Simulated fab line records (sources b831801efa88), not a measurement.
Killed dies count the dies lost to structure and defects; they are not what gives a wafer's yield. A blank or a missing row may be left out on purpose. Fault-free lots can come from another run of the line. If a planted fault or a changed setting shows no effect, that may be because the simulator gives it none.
A lot that was struck, set against a sound lot    flow sky130    35 steps out of a route of 708
Sound: wafers L624.3, L624.4, L624.6. Struck: wafer L618.5; the same lot's L618.2 was not struck, so it is left out; see the end for the cause.
At each step with rows: each side's tool, then ch and its chambers, then its first start. Under that, the readings that differ: sound wafers    struck wafers    difference of the means    sigmas: that difference in standard deviations of wafers without a fault.
alike: readings with means less than 2 such deviations apart, plus words and numbers identical on both sides. not compared: withheld readings, readings lacking a value on some wafer, bounds such as >300 that could conceal the same value, and numbers that have no deviation in the record and whose values overlap.
A row with sigmas, a row that says differs or no value, or rows on one side alone: a step with any of these is where the two part. Numbers that don't overlap but have no deviation are shown without sigmas and don't part them. Lack of a reading on every wafer of one side parts them only where that side has two or more wafers.

first, 6 steps without rows for these wafers: SKY_METAL5_HMDS_08 (prime time 60 s); SKY_METAL5_COAT_09 (resist thk 1800 nm); SKY_METAL5_SOFTBAKE_10 (time 60 s); SKY_METAL5_EXPOSE_11 (exposes mask MM5, target cd 1600 nm); SKY_METAL5_PEB_12; SKY_METAL5_DEVELOP_13 (develop time 60 s).
SKY_METAL5_DESCUM_14: chemistry O2, time 11 s.
  sound on rie metal-02 ch 0,1, day 47 01:04; struck on rie metal-01 ch 1, day 45 20:05
  alike: drypump motor current A, oes product au
  not compared: rf hours counter h
SKY_METAL5_METAL_ETCH_15: etches the open film in Cl2/BCl3, stops on SiO2, target depth 1260 nm, time 252 s.
  sound on rie metal-02 ch 0,1, day 47 01:10; struck on rie metal-01 ch 1, day 45 20:08
reading                sound              struck  difference  sigmas
oes product au (a.u.)  0.904 0.894 0.900  0.910   +0.011      +2
  alike: bcl3 flow sccm, drypump motor current A, throttle valve pct
  not compared: rf hours counter h
SKY_METAL5_STRIP_16: strips in O2/N2.
  sound on plasma asher-01 ch 0,1, day 47 01:22; struck on plasma asher-01 ch 0, day 45 20:22
reading              sound           struck  difference  sigmas
o2 flow sccm (sccm)  3014 3008 3011  2995    -16         -2
  alike: drypump motor current A, oes product au, strip time to endpoint s
  not compared: rf hours counter h
then, 3 steps without rows for these wafers: SKY_METAL5_STRIP_17 (strips in post etch residue remover, time 1200 s); SKY_METAL5_CLEAN_18 (cleans in IPA, time 180 s); SKY_METAL5_CLEAN_19 (cleans in O3/DIW).
SKY_PASSIVATION_CVD_00: deposits SiO2, target thk 90 nm.
  sound on pecvd-03 ch 0,1,2, day 47 01:55; struck on pecvd-02 ch 1, day 45 20:58
reading                                       sound             struck  difference  sigmas
model.SiO2_of_PASSIVATION_CVD_00.thk nm (nm)  89.9 89.29 90.39  64.46   -25.40      
  alike: heater power w, susceptor temp C
SKY_PASSIVATION_THK_MEAS_01:
  sound: film metro-02 at day 47 01:58; struck: film metro-02 at day 45 20:59
reading                      sound           struck  difference  sigmas
PASSIVATION_CVD_00_THK (nm)  89.9 89.3 90.4  64.5    -25.4       -17
SKY_PASSIVATION_CVD_02: deposits Si3N4, target thk 540 nm.
  sound on pecvd-02 ch 0,2, day 47 02:00; struck on pecvd-01 ch 0, day 45 21:02
reading               sound                 struck  difference  sigmas
susceptor temp C (C)  399.61 399.89 399.93  400.36  +0.55       +2
  alike: heater power w
SKY_PASSIVATION_THK_MEAS_03:
  sound: film metro-01 at day 47 02:15; struck: film metro-02 at day 45 21:16
  alike: PASSIVATION_CVD_02_THK
then, 7 steps without rows for these wafers: SKY_PASSIVATION_DEHYDRATE_04 (time 60 s); SKY_PASSIVATION_HMDS_05 (prime time 60 s); SKY_PASSIVATION_COAT_06 (resist thk 3000 nm); SKY_PASSIVATION_SOFTBAKE_07; SKY_PASSIVATION_EXPOSE_08 (exposes mask NSM, target cd 3000 nm); SKY_PASSIVATION_PEB_09; SKY_PASSIVATION_DEVELOP_10 (develop time 60 s).
SKY_PASSIVATION_ETCH_11: etches the open film in CF4/O2, stops on AlCu, target depth 725 nm, time 161.1 s.
  sound on rie diel-02 ch 0,1, day 47 21:55; struck on rie diel-04 ch 1, day 46 17:07
reading                                  sound              struck  difference  sigmas
oes product au (a.u.)                    0.970 0.970 0.971  0.954   -0.016      -2
model.PASSIVATION.feature depth nm (nm)  692.1 699.2 706.6  675.2   -24.1       
model.etch.depth nm (nm)                 692.1 699.2 706.6  675.2   -24.1       
  alike: drypump motor current A, throttle valve pct
  not compared: rf hours counter h
then, 8 steps without rows for these wafers: SKY_PASSIVATION_STRIP_12 (strips in O2/N2); SKY_PAD_OPEN_DEHYDRATE_00 (time 60 s); SKY_PAD_OPEN_HMDS_01 (prime time 60 s); SKY_PAD_OPEN_COAT_02 (resist thk 3000 nm); SKY_PAD_OPEN_SOFTBAKE_03; SKY_PAD_OPEN_EXPOSE_04 (exposes mask PDM, target cd 60000 nm); SKY_PAD_OPEN_PEB_05; SKY_PAD_OPEN_DEVELOP_06 (develop time 60 s).
SKY_PAD_OPEN_ETCH_07: etches the open film in CF4/O2, stops on AlCu, target depth 725 nm, time 161.1 s.
  sound on rie diel-03 ch 0,2,3, day 48 16:38; struck on rie diel-04 ch 3, day 47 13:11
reading                               sound              struck  difference  sigmas
oes product au (a.u.)                 0.971 0.978 0.978  0.958   -0.018      -2
model.etch.depth nm (nm)              692.1 704.5 706.6  675.2   -25.9       
model.PAD_OPEN.feature depth nm (nm)  692.1 704.5 706.6  675.2   -25.9       
  alike: drypump motor current A, throttle valve pct
  not compared: rf hours counter h
SKY_PAD_OPEN_STRIP_08: strips in O2/N2.
  sound on plasma asher-01 ch 0,1, day 48 16:46; struck on plasma asher-04 ch 1, day 47 13:18
  alike: drypump motor current A, o2 flow sccm, oes product au
  not compared: rf hours counter h
SKY_PAD_OPEN_PROBE_99:
  sound wafers here have rows in the record (prober-02, day 48 19:26); struck ones have none

## WHERE THEY PART
First at SKY_METAL5_METAL_ETCH_15; last, within this record, at SKY_PAD_OPEN_PROBE_99.

WHY: the cause the simulator had injected
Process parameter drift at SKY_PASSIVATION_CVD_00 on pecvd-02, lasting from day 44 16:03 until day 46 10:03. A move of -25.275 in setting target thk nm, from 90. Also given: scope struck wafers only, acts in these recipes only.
